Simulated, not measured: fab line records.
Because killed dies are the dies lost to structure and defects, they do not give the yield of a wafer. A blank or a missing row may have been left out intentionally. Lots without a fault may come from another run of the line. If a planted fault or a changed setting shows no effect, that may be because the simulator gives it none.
fab line records | flow gf180mcu
[record] lots = 13 | wafers = 39 | last-day = 34
route steps=602 shown STI@3 DUAL_GATE@143 SALICIDE@286
lots with no fault: from the same line, run without faults
start-h: the number of hours between the record's first day and the start of the first shown wafer of the lot | wait-h: how many hours have passed since the lot's step before this one | " unchanged from the row above | L1.1+2: one row covering several wafers at once | - either no value or no given start | * or withheld: withheld | < > ~ a bound
route shown NAME@n: a module of which the file shows steps, and the number in the route of the first | usual: mean/standard deviation taken from wafers without a fault | same: alike in all rows | chamber/n: place in a boat | sites: per-site readings | _std_site: their standard deviation | _edge_site: mean of outer sites minus mean of inner sites | radius-mm: how far each site lies from the wafer's centre | mask NAME#n: copy n | behind: the tool/chamber that last shaped the wafer | hold: cause of the lot's hold/its duration in hours/its outcome | device: which transistor (n, p or np) failed to switch | end of line: tests of these same wafers at the route's end | a step with no rows: only its recipe | killed: dies lost to structure and defects at the first sort, not the wafer's yield | map: a wafer's dies, x killed, . not, _ none there
set.NAME: the setting that was run; set.NAME@STEP: the one run at that earlier step | model.NAME: the simulator's own value behind a step, which no gauge read
a sample of lots followed through the steps of the route, with each step as a table and each wafer as a row
services: a tool's chamber out of use, with start hour (start-h, from the record's first day; less than 0 if before it), hours out, and reason
[[steps]]
[step GF_STI_THK_MEAS_02]
[recipe] reads = SiO2_of_STI_OXIDATION_01
[usual] STI_OXIDATION_THK = 10.02/0.23
lot.wafer | tool          | chamber | start-h | wait-h | STI_OXIDATION_THK[nm]
L272.1    | film-metro-01 | -       | 11.82   | 0.0    | 10.08
L272.2    | "             | -       | "       | "      | 9.95
L272.3    | "             | -       | "       | "      | 10.05
L273.1    | film-metro-01 | -       | 17.98   | 0.0    | 10.06
L273.5    | "             | -       | "       | "      | 9.91
L273.6    | "             | -       | "       | "      | 9.86
L274.1    | film-metro-03 | -       | 21.51   | 0.0    | 10.13
L274.3    | "             | -       | "       | "      | 10.34
L274.6    | "             | -       | "       | "      | 10.19
L275.2    | film-metro-01 | -       | 26.52   | 0.0    | 9.95
L275.3    | "             | -       | "       | "      | 10.13
L275.4    | "             | -       | "       | "      | 10.14
L276.1    | film-metro-01 | -       | 31.51   | 0.0    | 9.70
L276.4    | "             | -       | "       | "      | 9.79
L276.5    | "             | -       | "       | "      | 9.62
L277.2    | film-metro-01 | -       | 36.56   | 0.0    | 10.49
L277.4    | "             | -       | "       | "      | 10.28
L277.5    | "             | -       | "       | "      | 10.29
L279.2    | film-metro-04 | -       | 46.52   | 0.0    | 9.88
L279.3    | "             | -       | "       | "      | 10.11
L279.4    | "             | -       | "       | "      | 10.14
L280.1    | film-metro-04 | -       | 51.51   | 0.0    | 10.36
L280.3    | "             | -       | "       | "      | 10.31
L280.6    | "             | -       | "       | "      | 10.24
L282.1    | film-metro-04 | -       | 61.51   | 0.0    | 9.66
L282.4    | "             | -       | "       | "      | 9.54
L282.6    | "             | -       | "       | "      | 9.66
L286.1    | film-metro-04 | -       | 82.40   | 0.0    | 10.02
L286.3    | "             | -       | "       | "      | 10.05
L286.5    | "             | -       | "       | "      | 9.95
L289.1    | film-metro-04 | -       | 96.51   | 0.0    | 10.16
L289.2    | "             | -       | "       | "      | 10.21
L289.3    | "             | -       | "       | "      | 10.34
L293.1    | film-metro-04 | -       | 116.51  | 0.0    | 10.05
L293.3    | "             | -       | "       | "      | 10.01
L293.6    | "             | -       | "       | "      | 9.98
L295.1    | film-metro-01 | -       | 126.51  | 0.0    | 10.15
L295.2    | "             | -       | "       | "      | 10.04
L295.6    | "             | -       | "       | "      | 10.23
[step GF_STI_CMP_25]
[recipe] stop-on = Si3N4 | t-overpolish-s = 33 | down-force-psi = 4 | platen-rpm = 60 | target-thk-nm = 524.6 | pad-velocity-m-s = 0.94248
[usual] motor-current-A = 12.2/2 | overpolish-run-s = 33.000/0.0096 | time-to-endpoint-s = 120/4.7
lot.wafer | tool   | chamber | start-h | wait-h | motor-current-A | overpolish-run-s | time-to-endpoint-s
L272.2    | cmp-02 | 1       | 28.55   | 0.1    | 16.8            | 32.999           | 119
L272.1    | "      | 2       | "       | "      | 12.5            | 33.004           | 125
L272.3    | "      | 3       | "       | "      | 10.7            | 33.004           | 115
L273.1    | cmp-01 | 1       | 34.00   | 0.2    | 10.1            | 32.980           | 117
L273.6    | "      | 2       | "       | "      | 12.9            | 33.011           | 125
L273.5    | "      | 3       | "       | "      | 11.3            | 32.991           | 127
L274.3    | cmp-02 | 1       | 37.91   | 0.0    | 16.6            | 32.992           | 117
L274.1    | "      | 3       | "       | "      | 10.3            | 33.000           | 117
L274.6    | "      | 1       | "       | "      | 15.3            | 33.007           | 120
L275.3    | cmp-02 | 3       | 44.78   | 0.0    | 10.0            | 32.986           | 117
L275.4    | "      | 1       | "       | "      | 16.3            | 32.993           | 120
L275.2    | "      | 2       | "       | "      | 12.8            | 32.984           | 121
L276.4    | cmp-02 | 3       | 48.37   | 0.1    | 10.5            | 32.997           | 117
L276.1    | "      | 0       | "       | "      | 12.4            | 32.987           | 115
L276.5    | "      | 2       | "       | "      | 13.1            | 33.008           | 122
L277.2    | cmp-01 | 2       | 53.28   | 0.1    | 12.4            | 32.993           | 127
L277.4    | "      | 3       | "       | "      | 11.9            | 32.994           | 122
L277.5    | "      | 0       | "       | "      | 10.0            | 33.015           | 130
L279.4    | cmp-02 | 3       | 64.62   | 0.1    | 9.9             | 33.003           | 120
L279.3    | "      | 0       | "       | "      | 12.1            | 33.003           | 116
L279.2    | "      | 1       | "       | "      | 16.0            | 32.997           | 121
L280.1    | cmp-02 | 3       | 67.95   | 0.1    | 10.5            | 33.002           | 119
L280.3    | "      | 1       | "       | "      | 16.5            | 32.988           | 122
L280.6    | "      | 3       | "       | "      | 10.3            | 32.998           | 120
L282.4    | cmp-01 | 0       | 79.15   | 0.0    | 9.1             | 33.008           | 128
L282.1    | "      | 2       | "       | "      | 12.6            | 32.995           | 123
L282.6    | "      | 1       | "       | "      | 10.5            | 33.010           | 114
L286.1    | cmp-02 | 2       | 100.53  | 0.1    | 13.5            | 32.985           | 121
L286.3    | "      | 0       | "       | "      | 12.2            | 33.021           | 114
L286.5    | "      | 1       | "       | "      | 16.3            | 32.999           | 121
L289.1    | cmp-01 | 0       | 115.00  | 0.1    | 10.5            | 32.994           | 127
L289.2    | "      | 2       | "       | "      | 12.7            | 33.003           | 121
L289.3    | "      | 3       | "       | "      | 11.8            | 32.997           | 129
L293.1    | cmp-01 | 3       | 135.60  | 0.1    | 11.9            | 33.016           | 132
L293.3    | "      | 0       | "       | "      | 9.8             | 32.986           | 135
L293.6    | "      | 2       | "       | "      | 12.9            | 32.997           | 133
L295.2    | cmp-02 | 1       | 146.53  | 0.1    | 15.7            | 32.986           | 120
L295.1    | "      | 2       | "       | "      | 12.5            | 33.002           | 127
L295.6    | "      | 0       | "       | "      | 12.7            | 32.998           | 122
[step GF_DUAL_GATE_OXIDATION_02]
[recipe] temp-c = 900 | ambient = O2 | stabilise-s = 600 | purge-s = 300 | target-thk-a = 108.87 | ox-time-s = 1602
[usual] spike-tc-centre-C = 901.6/1.2 | spike-tc-upper-C = 899.7/1
lot.wafer | tool       | chamber | start-h | wait-h | spike-tc-centre-C | spike-tc-upper-C
L272.1    | furnace-01 | 0       | 159.72  | 0.0    | 903.7             | 899.2
L272.2    | "          | 0       | "       | "      | 904.1             | 899.5
L272.3    | "          | 0       | "       | "      | 902.2             | 899.6
L273.1    | furnace-02 | 0       | 166.51  | 1.3    | 901.0             | 899.3
L273.5    | "          | 0       | "       | "      | 900.6             | 902.6
L273.6    | "          | 0       | "       | "      | 901.0             | 899.2
L274.1    | furnace-01 | 0       | 171.47  | 1.2    | 904.1             | 898.0
L274.3    | "          | 0       | "       | "      | 901.5             | 898.4
L274.6    | "          | 0       | "       | "      | 901.8             | 898.0
L275.2    | furnace-01 | 0       | 182.64  | 2.2    | 901.6             | 898.4
L275.3    | "          | 0       | "       | "      | 901.5             | 899.6
L275.4    | "          | 0       | "       | "      | 903.2             | 898.8
L276.1    | furnace-02 | 0       | 186.22  | 1.4    | 899.7             | 899.0
L276.4    | "          | 0       | "       | "      | 903.7             | 899.2
L276.5    | "          | 0       | "       | "      | 900.5             | 899.7
L277.2    | furnace-01 | 0       | 193.70  | 2.7    | 901.1             | 899.7
L277.4    | "          | 0       | "       | "      | 902.4             | 898.7
L277.5    | "          | 0       | "       | "      | 902.2             | 897.6
L279.2    | furnace-01 | 0       | 206.59  | 0.5    | 902.0             | 899.3
L279.3    | "          | 0       | "       | "      | 902.0             | 898.9
L279.4    | "          | 0       | "       | "      | 903.8             | 898.0
L279.2    | furnace-01 | 0       | 208.20  | 0.2    | 903.1             | 898.1
L279.3    | "          | 0       | "       | "      | 902.4             | 899.7
L279.4    | "          | 0       | "       | "      | 902.1             | 899.6
L280.1    | furnace-02 | 0       | 211.43  | 0.8    | 902.2             | 899.9
L280.3    | "          | 0       | "       | "      | 900.4             | 899.6
L280.6    | "          | 0       | "       | "      | 900.7             | 901.2
L280.1    | furnace-02 | 0       | 213.04  | 0.2    | 900.3             | 899.7
L280.3    | "          | 0       | "       | "      | 901.1             | 900.4
L280.6    | "          | 0       | "       | "      | 900.3             | 899.6
L282.1    | furnace-02 | 0       | 226.76  | 1.1    | 900.7             | 900.7
L282.4    | "          | 0       | "       | "      | 900.7             | 900.7
L282.6    | "          | 0       | "       | "      | 901.5             | 899.8
L286.1    | furnace-02 | 0       | 252.17  | 0.0    | 900.3             | 899.6
L286.3    | "          | 0       | "       | "      | 900.8             | 899.4
L286.5    | "          | 0       | "       | "      | 902.6             | 899.8
L289.1    | furnace-01 | 0       | 272.32  | 0.0    | 902.4             | 898.0
L289.2    | "          | 0       | "       | "      | 903.2             | 899.7
L289.3    | "          | 0       | "       | "      | 902.9             | 901.2
L293.1    | furnace-02 | 0       | 301.82  | 0.0    | 899.8             | 899.7
L293.3    | "          | 0       | "       | "      | 899.7             | 900.2
L293.6    | "          | 0       | "       | "      | 902.3             | 898.9
L295.1    | furnace-02 | 0       | 315.98  | 0.2    | 902.9             | 899.3
L295.2    | "          | 0       | "       | "      | 902.1             | 899.8
L295.6    | "          | 0       | "       | "      | 902.8             | 898.8
[step GF_DUAL_GATE_THK_MEAS_03]
[recipe] reads = SiO2_of_DUAL_GATE_OXIDATION_02
[usual] DUAL_GATE_OXIDATION_00_THK = 10.84/0.18
lot.wafer | tool          | chamber | start-h | wait-h | DUAL_GATE_OXIDATION_00_THK[nm]
L272.1    | film-metro-01 | -       | 161.17  | 0.0    | 10.97
L272.2    | "             | -       | "       | "      | 11.17
L272.3    | "             | -       | "       | "      | 11.10
L273.1    | film-metro-03 | -       | 167.96  | 0.0    | 11.01
L273.5    | "             | -       | "       | "      | 10.69
L273.6    | "             | -       | "       | "      | 10.85
L274.1    | film-metro-03 | -       | 172.92  | 0.0    | 11.13
L274.3    | "             | -       | "       | "      | 11.00
L274.6    | "             | -       | "       | "      | 10.97
L275.2    | film-metro-01 | -       | 184.10  | 0.0    | 10.90
L275.3    | "             | -       | "       | "      | 10.70
L275.4    | "             | -       | "       | "      | 10.72
L276.1    | film-metro-03 | -       | 187.67  | 0.0    | 10.63
L276.4    | "             | -       | "       | "      | 10.41
L276.5    | "             | -       | "       | "      | 10.66
L277.2    | film-metro-01 | -       | 195.16  | 0.0    | 10.69
L277.4    | "             | -       | "       | "      | 10.78
L277.5    | "             | -       | "       | "      | 10.67
L279.2    | film-metro-03 | -       | 209.65  | 0.0    | 16.91
L279.3    | "             | -       | "       | "      | 16.72
L279.4    | "             | -       | "       | "      | 16.77
L280.1    | film-metro-04 | -       | 214.60  | 0.1    | 16.60
L280.3    | "             | -       | "       | "      | 16.81
L280.6    | "             | -       | "       | "      | 17.11
L282.1    | film-metro-03 | -       | 228.21  | 0.0    | 10.97
L282.4    | "             | -       | "       | "      | 10.85
L282.6    | "             | -       | "       | "      | 10.78
L286.1    | film-metro-04 | -       | 253.62  | 0.0    | 10.91
L286.3    | "             | -       | "       | "      | 11.02
L286.5    | "             | -       | "       | "      | 10.84
L289.1    | film-metro-04 | -       | 273.76  | 0.0    | 11.04
L289.2    | "             | -       | "       | "      | 11.18
L289.3    | "             | -       | "       | "      | 11.07
L293.1    | film-metro-01 | -       | 303.26  | 0.0    | 10.86
L293.3    | "             | -       | "       | "      | 10.93
L293.6    | "             | -       | "       | "      | 10.98
L295.1    | film-metro-04 | -       | 317.42  | 0.0    | 10.93
L295.2    | "             | -       | "       | "      | 10.89
L295.6    | "             | -       | "       | "      | 10.71
[step GF_SALICIDE_RTA_08]
[recipe] temp-c = 800 | time-s = 30 | ambient = N2
[usual] anneal-temp-c-max = 803.2/0.68 | lamp-power-pct = 17.89/0.27 | wafer_temp_C_max = 803.7/0.85
lot.wafer | tool          | chamber | start-h | wait-h | anneal-temp-c-max | lamp-power-pct | wafer_temp_C_max
L272.1    | rtp-anneal-01 | 0       | 341.67  | 0.0    | 804.8             | 18.08          | 802.6
L272.2    | "             | 0       | "       | "      | 803.1             | 18.09          | 803.2
L272.3    | "             | 0       | "       | "      | 802.6             | 18.08          | 803.7
L273.1    | rtp-anneal-01 | 0       | 350.41  | 0.0    | 804.0             | 18.10          | 803.4
L273.5    | "             | 0       | "       | "      | 804.2             | 18.10          | 804.1
L273.6    | "             | 0       | "       | "      | 803.3             | 18.10          | 803.8
L274.1    | rtp-anneal-02 | 0       | 355.13  | 0.0    | 802.4             | 17.48          | 803.6
L274.3    | "             | 0       | "       | "      | 804.0             | 17.50          | 803.5
L274.6    | "             | 0       | "       | "      | 803.1             | 17.50          | 805.1
L275.2    | rtp-anneal-01 | 0       | 370.40  | 0.0    | 803.3             | 18.08          | 802.9
L275.3    | "             | 0       | "       | "      | 803.6             | 18.09          | 804.0
L275.4    | "             | 0       | "       | "      | 803.3             | 18.14          | 803.0
L276.1    | rtp-anneal-01 | 0       | 375.39  | 0.0    | 803.2             | 18.07          | 803.7
L276.4    | "             | 0       | "       | "      | 803.5             | 18.09          | 803.5
L276.5    | "             | 0       | "       | "      | 803.3             | 18.11          | 803.4
L277.2    | rtp-anneal-01 | 0       | 386.75  | 0.0    | 803.4             | 18.06          | 803.1
L277.4    | "             | 0       | "       | "      | 804.1             | 18.08          | 804.0
L277.5    | "             | 0       | "       | "      | 803.7             | 18.06          | 803.2
L279.2    | rtp-anneal-01 | 0       | 402.34  | 0.0    | 802.7             | 18.09          | 803.7
L279.3    | "             | 0       | "       | "      | 803.1             | 18.09          | 803.7
L279.4    | "             | 0       | "       | "      | 803.6             | 18.08          | 804.0
L280.1    | rtp-anneal-01 | 0       | 409.97  | 0.0    | 803.1             | 18.08          | 802.5
L280.3    | "             | 0       | "       | "      | 803.7             | 18.08          | 803.5
L280.6    | "             | 0       | "       | "      | 803.4             | 18.10          | 802.7
L282.1    | rtp-anneal-02 | 0       | 431.06  | 0.0    | 802.3             | 17.52          | 803.9
L282.4    | "             | 0       | "       | "      | 803.0             | 17.53          | 802.9
L282.6    | "             | 0       | "       | "      | 802.5             | 17.51          | 804.0
L286.1    | rtp-anneal-02 | 0       | 460.83  | 0.0    | 802.9             | 17.51          | 803.4
L286.3    | "             | 0       | "       | "      | 803.5             | 17.50          | 805.3
L286.5    | "             | 0       | "       | "      | 803.4             | 17.51          | 804.1
L289.1    | rtp-anneal-02 | 0       | 486.84  | 0.0    | 802.5             | 17.50          | 804.0
L289.2    | "             | 0       | "       | "      | 802.6             | 17.52          | 805.1
L289.3    | "             | 0       | "       | "      | 802.4             | 17.51          | 803.6
L293.1    | rtp-anneal-01 | 0       | 525.03  | 0.0    | 802.9             | 18.11          | 803.0
L293.3    | "             | 0       | "       | "      | 803.3             | 18.10          | 802.8
L293.6    | "             | 0       | "       | "      | 804.0             | 18.09          | 802.5
L295.1    | rtp-anneal-01 | 0       | 535.45  | 0.0    | 804.0             | 18.07          | 805.0
L295.2    | "             | 0       | "       | "      | 804.0             | 18.09          | 803.8
L295.6    | "             | 0       | "       | "      | 801.7             | 18.07          | 804.2
[[services]]
tool          | chamber | start-h | hours | kind
furnace-02    | -       | 12.75   | 2.7   | pm
cmp-02        | -       | 22.25   | 0.4   | repair
cmp-02        | -       | 128.96  | 0.3   | repair
cmp-02        | -       | 169.99  | 0.4   | repair
cmp-02        | -       | 174.22  | 10.2  | repair
furnace-02    | -       | 181.47  | 3.5   | pm
cmp-02        | -       | 192.81  | 4.9   | pm
cmp-02        | -       | 202.55  | 0.3   | repair
cmp-02        | -       | 218.67  | 6.6   | repair
cmp-02        | -       | 232.31  | 2.6   | repair
cmp-02        | -       | 234.93  | 4.0   | pm
cmp-02        | -       | 247.17  | 2.6   | repair
cmp-02        | -       | 317.65  | 2.0   | repair
cmp-02        | -       | 320.31  | 6.6   | pm
rtp-anneal-01 | -       | 336.14  | 2.6   | pm
furnace-02    | -       | 349.39  | 3.1   | pm
cmp-02        | -       | 366.23  | 2.1   | repair
cmp-02        | -       | 374.93  | 1.1   | repair
cmp-02        | -       | 385.64  | 2.4   | repair
furnace-02    | -       | 399.04  | 3.7   | pm
cmp-02        | -       | 458.54  | 6.2   | pm
cmp-02        | -       | 468.47  | 0.3   | repair
cmp-02        | -       | 475.55  | 0.8   | repair
furnace-02    | -       | 511.02  | 2.7   | pm
[[key]]
[first-sign] step = GF_DUAL_GATE_OXIDATION_02 | reading = visit | direction = added
[effect] step = GF_DUAL_GATE_THK_MEAS_03 | reading = DUAL_GATE_OXIDATION_00_THK | direction = up | sigmas = 34 | usual = 10.84 | struck = 16.82
met-at GF_DUAL_GATE_OXIDATION_02
struck-lots L279,L280
tester-left-out L279,L280
not-acting-at GF_STI_THK_MEAS_02,GF_STI_CMP_25,GF_SALICIDE_RTA_08
[fault] kind = repeated-step-whole | tool = furnace-01,furnace-02 | chamber = - | onset-h = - | steps = GF_DUAL_GATE_OXIDATION_02 | times = 1 | scope = struck-lots-only
// tester-left-out: of these lots the tester's yield and bins aren't shown, on N5 and GAA mostly nor the transistor test; their killed dies are dies lost to structure and defects alone, not to doping, threshold or leakage, so they don't give the yield
